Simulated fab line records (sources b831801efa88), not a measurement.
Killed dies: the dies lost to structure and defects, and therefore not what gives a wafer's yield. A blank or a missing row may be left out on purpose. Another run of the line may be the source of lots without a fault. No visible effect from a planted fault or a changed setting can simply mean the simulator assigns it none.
fab line records | flow sky130 | part 2 of 2: steps 27 to 37 of 37
record lots=5 | wafers=15 | lastDay=50
route steps=708 shown SD_P@326 RES_XHIGH@332 SD_N@342 SALICIDE@361 LI_CONTACT@362
lots that met no fault: taken from a fault-free run of the same line
startH: the number of hours between the record's first day and the start of the first shown wafer of the lot | waitH: how many hours have passed since the lot's step before this one | " as in the row above | L1.1+2: one row covering several wafers at once | - no value, or no start was given | * or withheld: withheld | < > ~ a bound
route shown NAME@n: NAME is a module with steps in the file, n the number in the route of the first one | usual: average and standard deviation across the fault-free wafers | same: alike in all rows | chamber/n: place in a boat | sites: per-site readings | _std_site: the standard deviation of these | _edge_site: outer sites' mean less inner sites' | radiusMm: for every site, how far away it sits from the centre of the wafer | mask NAME#n: copy n | behind: tool/chamber where the wafer was last shaped | hold: reason for holding the lot/hours on hold/outcome of the hold | device: the n, p or np transistor that did not switch | end of line: tests of these same wafers at the route's end | a step given without rows: its recipe and nothing more | killed: dies lost to structure and defects at the first sort, not the wafer's yield | map: dies across one wafer; x = killed, . = not, _ = none there
set.NAME: the run value of the setting; set.NAME@STEP: its run value at that earlier step | model.NAME: the simulator's own value behind a step, which no gauge read
certain route steps with their lots: each step a table, each wafer a row
services: when a tool's chamber went out of use (startH, in hours from the record's first day, below 0 if earlier), for how many hours, and the reason
## steps
# step SKY_SD_N_IMPLANT_10
# recipe species=P | energyKev=20 | doseCm2=1e+14 | tiltDeg=0
lot.wafer  | tool         | chamber | startH | waitH
L077.2+3+6 | implanter-01 | 0       | 677.10 | 0.1
L078.1+2+5 | implanter-04 | 0       | 680.89 | 0.1
L085.1+2+6 | implanter-01 | 0       | 740.43 | 0.1
L096.1+4+6 | implanter-03 | 0       | 818.52 | 0.1
L097.1+5+6 | implanter-03 | 0       | 830.19 | 0.1
# step SKY_SD_N_STRIP_11
# recipe chemistry=O2/N2 | powerW=1400 | pressureMtorr=1500 | platenTempC=withheld | o2FlowSccm=3000 | n2FlowSccm=300 | overashFraction=0.5
# usual drypumpMotorCurrentA=6.0/0.5 | oesProductAu=0.528/0.0042 | stripTimeToEndpointS=22.57/0.044
lot.wafer | tool           | chamber | startH | waitH | drypumpMotorCurrentA | oesProductAu | rfHoursCounterH | stripTimeToEndpointS
L077.2    | plasmaAsher-01 | 1       | 677.22 | 0.1   | 5.4                  | 0.522        | 94              | 22.55
L077.3    | "              | 1       | "      | "     | 5.4                  | 0.533        | -               | 22.57
L077.6    | "              | 0       | "      | "     | 6.1                  | 0.529        | -               | 22.58
L078.1    | plasmaAsher-04 | 1       | 681.04 | 0.1   | 5.1                  | 0.535        | 51              | 22.53
L078.2    | "              | 0       | "      | "     | 5.1                  | 0.525        | 51              | 22.49
L078.5    | "              | 1       | "      | "     | 5.1                  | 0.529        | -               | 22.52
L085.1    | plasmaAsher-02 | 0       | 740.58 | 0.1   | 6.4                  | 0.532        | 32              | 22.54
L085.2    | "              | 1       | "      | "     | 6.3                  | 0.533        | 32              | 22.57
L085.6    | "              | 1       | "      | "     | 6.3                  | 0.534        | -               | 22.59
L096.1    | plasmaAsher-02 | 0       | 818.67 | 0.1   | 6.4                  | 0.519        | 41              | 22.54
L096.4    | "              | 1       | "      | "     | 6.3                  | 0.526        | -               | 22.57
L096.6    | "              | 1       | "      | "     | 6.3                  | 0.530        | -               | 22.53
L097.1    | plasmaAsher-02 | 1       | 830.34 | 0.1   | 6.3                  | 0.523        | 42              | 22.63
L097.5    | "              | 0       | "      | "     | 6.4                  | 0.529        | -               | 22.61
L097.6    | "              | 1       | "      | "     | 6.3                  | 0.529        | -               | 22.62
# step SKY_SD_N_TW_MEAS_12
# usual SD_N_TW=4013/23
lot.wafer | tool         | chamber | startH | waitH | SD_N_TW
L077.2    | filmMetro-02 | -       | 677.33 | 0.1   | 4001
L077.3    | "            | -       | "      | "     | 4021
L077.6    | "            | -       | "      | "     | 4030
L078.1    | filmMetro-04 | -       | 681.14 | 0.1   | 4014
L078.2    | "            | -       | "      | "     | 4012
L078.5    | "            | -       | "      | "     | 4010
L085.1    | filmMetro-01 | -       | 740.68 | 0.1   | 3979
L085.2    | "            | -       | "      | "     | 3951
L085.6    | "            | -       | "      | "     | 3974
L096.1    | filmMetro-04 | -       | 818.77 | 0.1   | 4020
L096.4    | "            | -       | "      | "     | 4035
L096.6    | "            | -       | "      | "     | 4021
L097.1    | filmMetro-01 | -       | 830.44 | 0.1   | 4046
L097.5    | "            | -       | "      | "     | 4010
L097.6    | "            | -       | "      | "     | 4006
# step SKY_SD_N_CLEAN_13
# recipe chemistry=SC1/SC2 | mix=1:4:20 | tempC=70 | timeS=150 | dry=n2Spin
lot.wafer  | tool        | chamber | startH | waitH
L077.2+3+6 | wetBench-03 | 0       | 677.38 | 0.0
L078.1+2+5 | wetBench-04 | 3       | 681.20 | 0.1
L085.1+2+6 | wetBench-03 | 1       | 740.74 | 0.1
L096.1+4+6 | wetBench-04 | 1       | 818.83 | 0.1
L097.1+5+6 | wetBench-02 | 3       | 830.50 | 0.1
# step SKY_SD_N_RTA_14
# recipe tempC=1075 | timeS=2 | idleTempC=650 | rampUpCPerS=150 | rampDownCPerS=90 | ambient=N2
# usual lampPowerPct=15.73/0.052 | rampDownCPerS=90.001/0.017 | wafer_temp_C_max=1078.1/1.3
lot.wafer | tool         | chamber | startH | waitH | lampPowerPct | rampDownCPerS | wafer_temp_C_max
L077.2    | rtpAnneal-02 | 0       | 677.44 | 0.0   | 15.73        | 89.983        | 1077.8
L077.3    | "            | 0       | "      | "     | 15.73        | 90.014        | 1077.5
L077.6    | "            | 0       | "      | "     | 15.70        | 90.000        | 1075.7
L078.1    | rtpAnneal-01 | 0       | 681.25 | 0.0   | 15.68        | 89.980        | 1077.2
L078.2    | "            | 0       | "      | "     | 15.77        | 89.973        | 1077.7
L078.5    | "            | 0       | "      | "     | 15.75        | 90.016        | 1078.2
L085.1    | rtpAnneal-02 | 0       | 740.79 | 0.0   | 15.66        | 89.979        | 1076.6
L085.2    | "            | 0       | "      | "     | 15.75        | 89.988        | 1077.5
L085.6    | "            | 0       | "      | "     | 15.82        | 89.980        | 1078.8
L096.1    | rtpAnneal-01 | 0       | 818.88 | 0.0   | 15.71        | 89.963        | 1080.8
L096.4    | "            | 0       | "      | "     | 15.67        | 89.997        | 1079.3
L096.6    | "            | 0       | "      | "     | 15.68        | 89.992        | 1076.9
L097.1    | rtpAnneal-02 | 0       | 830.55 | 0.0   | 15.71        | 90.006        | 1079.5
L097.5    | "            | 0       | "      | "     | 15.68        | 89.987        | 1076.8
L097.6    | "            | 0       | "      | "     | 15.75        | 89.973        | 1077.9
# step SKY_SD_N_RS_MEAS_16
# recipe thkMeasGauge=four-point-probe
# usual SD_N_RS=68.55/0.13
lot.wafer | tool         | chamber | startH | waitH | SD_N_RS[ohm/sq]
L077.2    | filmMetro-04 | -       | 677.62 | 0.1   | 68.70
L077.3    | "            | -       | "      | "     | 68.62
L077.6    | "            | -       | "      | "     | 68.63
L078.1    | filmMetro-01 | -       | 681.42 | 0.1   | 68.64
L078.2    | "            | -       | "      | "     | 68.54
L078.5    | "            | -       | "      | "     | 68.75
L085.1    | filmMetro-04 | -       | 740.96 | 0.1   | 68.80
L085.2    | "            | -       | "      | "     | 68.57
L085.6    | "            | -       | "      | "     | 68.80
L096.1    | filmMetro-02 | -       | 819.06 | 0.1   | 68.27
L096.4    | "            | -       | "      | "     | 68.45
L096.6    | "            | -       | "      | "     | 68.32
L097.1    | filmMetro-02 | -       | 830.72 | 0.1   | 68.64
L097.5    | "            | -       | "      | "     | 68.54
L097.6    | "            | -       | "      | "     | 68.79
# step SKY_SD_N_RS_MEAS_17
# recipe thkMeasGauge=four-point-probe
# usual SD_P_RS=147.1/0.36
lot.wafer | tool         | chamber | startH | waitH | SD_P_RS[ohm/sq]
L077.2    | filmMetro-04 | -       | 677.74 | 0.1   | 148.1
L077.3    | "            | -       | "      | "     | 147.9
L077.6    | "            | -       | "      | "     | 147.5
L078.1    | filmMetro-01 | -       | 681.54 | 0.1   | 147.6
L078.2    | "            | -       | "      | "     | 147.4
L078.5    | "            | -       | "      | "     | 147.8
L085.1    | filmMetro-04 | -       | 741.08 | 0.1   | 147.4
L085.2    | "            | -       | "      | "     | 147.5
L085.6    | "            | -       | "      | "     | 147.5
L096.1    | filmMetro-02 | -       | 819.18 | 0.1   | 146.4
L096.4    | "            | -       | "      | "     | 146.5
L096.6    | "            | -       | "      | "     | 146.7
L097.1    | filmMetro-02 | -       | 830.84 | 0.1   | 147.5
L097.5    | "            | -       | "      | "     | 146.7
L097.6    | "            | -       | "      | "     | 147.3
# step SKY_SD_N_RS_MEAS_18
# recipe thkMeasGauge=four-point-probe
# usual RES_XHIGH_RS=332.8/1.1
lot.wafer | tool         | chamber | startH | waitH | RES_XHIGH_RS[ohm/sq]
L077.2    | filmMetro-04 | -       | 677.86 | 0.1   | 335.3
L077.3    | "            | -       | "      | "     | 334.8
L077.6    | "            | -       | "      | "     | 334.0
L078.1    | filmMetro-01 | -       | 681.66 | 0.1   | 332.6
L078.2    | "            | -       | "      | "     | 333.3
L078.5    | "            | -       | "      | "     | 333.8
L085.1    | filmMetro-04 | -       | 741.20 | 0.1   | 333.9
L085.2    | "            | -       | "      | "     | 334.1
L085.6    | "            | -       | "      | "     | 333.8
L096.1    | filmMetro-02 | -       | 819.30 | 0.1   | 332.8
L096.4    | "            | -       | "      | "     | 332.1
L096.6    | "            | -       | "      | "     | 330.8
L097.1    | filmMetro-02 | -       | 830.96 | 0.1   | 331.3
L097.5    | "            | -       | "      | "     | 331.7
L097.6    | "            | -       | "      | "     | 331.0
# step SKY_SALICIDE_CLEAN_00
# recipe chemistry=HF-last | timeS=30 | dilution=100:1 | dry=ipaMarangoni
lot.wafer  | tool        | chamber | startH | waitH
L077.2+3+6 | wetBench-01 | 3       | 677.96 | 0.1
L078.1+2+5 | wetBench-03 | 1       | 681.78 | 0.1
L085.1+2+6 | wetBench-01 | 3       | 741.32 | 0.1
L096.1+4+6 | wetBench-02 | 0       | 819.42 | 0.1
L097.1+5+6 | wetBench-02 | 2       | 831.08 | 0.1
# step SKY_LI_CONTACT_HDPCVD_00
# recipe material=PSG | targetThkNm=930 | sigmaOpenFrac=0.3 | timeS=155 | tempC=600 | sih4FlowSccm=60 | pressureMtorr=6
lot.wafer  | tool      | chamber | startH | waitH
L077.2+3+6 | hdpcvd-01 | 2,0,2   | 677.98 | 0.0
L078.1+2+5 | hdpcvd-01 | 1,2,0   | 681.80 | 0.0
L085.1+2+6 | hdpcvd-02 | 2,0,2   | 741.34 | 0.0
L096.1+4+6 | hdpcvd-02 | 2,2,0   | 819.43 | 0.0
L097.1+5+6 | hdpcvd-01 | 1,2,0   | 831.10 | 0.0
# step SKY_LI_CONTACT_THK_MEAS_01
# recipe reads=PSG_of_LI_CONTACT_HDPCVD_00
# usual LI_CONTACT_HDPCVD_THK=929/8.9
lot.wafer | tool         | chamber | startH | waitH | LI_CONTACT_HDPCVD_THK[nm]
L077.2    | filmMetro-02 | -       | 678.09 | 0.1   | 926
L077.3    | "            | -       | "      | "     | 927
L077.6    | "            | -       | "      | "     | 912
L078.1    | filmMetro-01 | -       | 681.90 | 0.1   | 944
L078.2    | "            | -       | "      | "     | 942
L078.5    | "            | -       | "      | "     | 929
L085.1    | filmMetro-02 | -       | 741.44 | 0.1   | 921
L085.2    | "            | -       | "      | "     | 912
L085.6    | "            | -       | "      | "     | 926
L096.1    | filmMetro-01 | -       | 819.53 | 0.1   | 922
L096.4    | "            | -       | "      | "     | 911
L096.6    | "            | -       | "      | "     | 924
L097.1    | filmMetro-02 | -       | 831.20 | 0.1   | 936
L097.5    | "            | -       | "      | "     | 911
L097.6    | "            | -       | "      | "     | 931
## services
tool            | chamber | startH | hours | kind
implanter-01    | -       | 598.78 | 2.0   | repair
plasmaAsher-01  | -       | 607.63 | 14.6  | pm
implanter-04    | -       | 611.24 | 2.9   | repair
implanter-01    | -       | 621.93 | 4.3   | repair
implanter-02    | -       | 622.85 | 2.9   | pm
plasmaAsher-03  | -       | 633.01 | 3.9   | repair
implanter-03    | -       | 648.55 | 8.1   | repair
implanter-01    | -       | 654.08 | 5.5   | repair
plasmaAsher-02  | -       | 657.32 | 3.9   | repair
hdpcvd-01       | -       | 671.89 | 1.5   | repair
plasmaAsher-03  | -       | 682.08 | 7.2   | repair
ilineStepper-02 | -       | 686.76 | 1.7   | pm
implanter-04    | -       | 698.42 | 2.3   | pm
implanter-04    | -       | 708.04 | 26.1  | pm
hdpcvd-01       | -       | 709.49 | 14.4  | repair
ilineStepper-01 | -       | 722.84 | 1.7   | pm
plasmaAsher-02  | -       | 738.53 | 1.2   | repair
implanter-04    | -       | 746.81 | 3.6   | repair
implanter-04    | -       | 771.77 | 5.1   | pm
implanter-04    | -       | 778.73 | 0.6   | repair
implanter-01    | -       | 796.61 | 3.9   | repair
implanter-03    | -       | 797.98 | 3.3   | pm
implanter-01    | -       | 818.85 | 21.6  | pm
plasmaAsher-03  | -       | 821.21 | 1.3   | repair
